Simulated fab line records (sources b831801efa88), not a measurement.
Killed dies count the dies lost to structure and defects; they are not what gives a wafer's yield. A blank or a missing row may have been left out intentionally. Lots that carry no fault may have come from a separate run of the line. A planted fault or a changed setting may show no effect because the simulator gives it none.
Problem report, 8D (eight disciplines) form, completed by code :: flow sfq_line :: the parts of the form that need people (team, actions taken, sign-off) are left out

1. THE PROBLEM
thk_nm at SFQ_TRILAYER_I4_METRO_MEASURE_101 reads a mean of 179.9 nm on 2 wafers of 2 lots; wafers without a fault read 200.2 nm with a standard deviation of 1.1. That is -18 standard deviations from the usual mean.
The first sign was on wafer L309.4 at day 59 13:25, on film_metro-02. The record holds 38 wafers of 13 lots with a number at this step. The rule behind "out" and "out of limits": a value lying over 4 standard deviations away from the usual mean. All remaining wafers that have a number are taken as sound.

2. WHAT IT IS; WHAT IT IS NOT
question: which readings at this step
is: thk_nm
is not: -

question: which lots
is: L309, L311
is not: L302, L303, L314, L316, L319, L320, L321, L322, L323, L324, L325

question: which wafers of those lots
is: L309.4, L311.3
is not: L309.6, L311.2, L311.6

question: read on which tools
is: film_metro-01, film_metro-02
is not: film_metro-04

question: when
is: from day 59 13:25
is not: up to then (7 sound wafers); but 29 sound wafers of L311, L314, L316, L319, L320, L321, L322, L323, L324, L325 came after

3. THE SUSPECTS, EACH WITH WHAT RULES IT OUT
Counting: any tool at a process step up to the reading remains a suspect provided it ran every lot that is out. Sound lots after the first of them don't rule it out here, since some wafers of a struck lot are sound.
- cmp-02 at SFQ_TRILAYER_I4_CMP_CMP_100 (polishes SiO2): kept. It ran every lot that is out, first L309 (day 59 11:11).
Left after counting: cmp-02 at SFQ_TRILAYER_I4_CMP_CMP_100.

4. THE CAUSE (what the simulator had put in)
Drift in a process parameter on cmp-02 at SFQ_TRILAYER_I4_CMP_CMP_100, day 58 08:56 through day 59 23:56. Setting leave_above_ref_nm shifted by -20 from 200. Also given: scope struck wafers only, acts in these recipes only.
Counting left only this tool.

5. THE EFFECT CHAIN, in route order
Each row: a reading where the mean over the struck wafers with a number is more than 3 standard deviations away from the usual. Only readings for which the record gives a usual standard deviation are gone through. hours: the time from each lot's start at the first step in this table that gives one to its start at this step, as a median over the lots. sigmas: the change in usual standard deviations.
hours: 0
step: SFQ_TRILAYER_I4_METRO_MEASURE_101
reading: thk_nm
usual: 200.2 nm
on struck wafers: 179.9
change: -20.2
sigmas: -18

hours: 107
step: SFQ_TRILAYER_I4_VIA_ETCH_VIA_ETCH_106
reading: oes_product_au
usual: 0.855 a.u.
on struck wafers: 0.807
change: -0.048
sigmas: -9.4
The process steps in it:
- SFQ_TRILAYER_I4_METRO_MEASURE_101
- SFQ_TRILAYER_I4_VIA_ETCH_VIA_ETCH_106: etches SiO2 in CHF3, stops on Nb, target depth 260 nm.
At these later measuring or inspecting steps, every struck wafer for which the step has a row has a number for every such reading, and none has moved that far: SFQ_JJ_OVL_MEAS_931.

6. HOW IT WOULD HAVE BEEN CAUGHT EARLIER
In this record no reading fell out of limits until day 59 13:25, 28 hours after the fault had begun at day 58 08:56.
Tool readings at SFQ_TRILAYER_I4_CMP_CMP_100 with a usual standard deviation given in the record: none out on any struck wafer, hence no alarm at a limit of 4 standard deviations on them.
L311, from the lots that are out (2), started SFQ_TRILAYER_I4_CMP_CMP_100 on cmp-02 later than day 59 13:25. A hold on the tool at that time would have spared it.
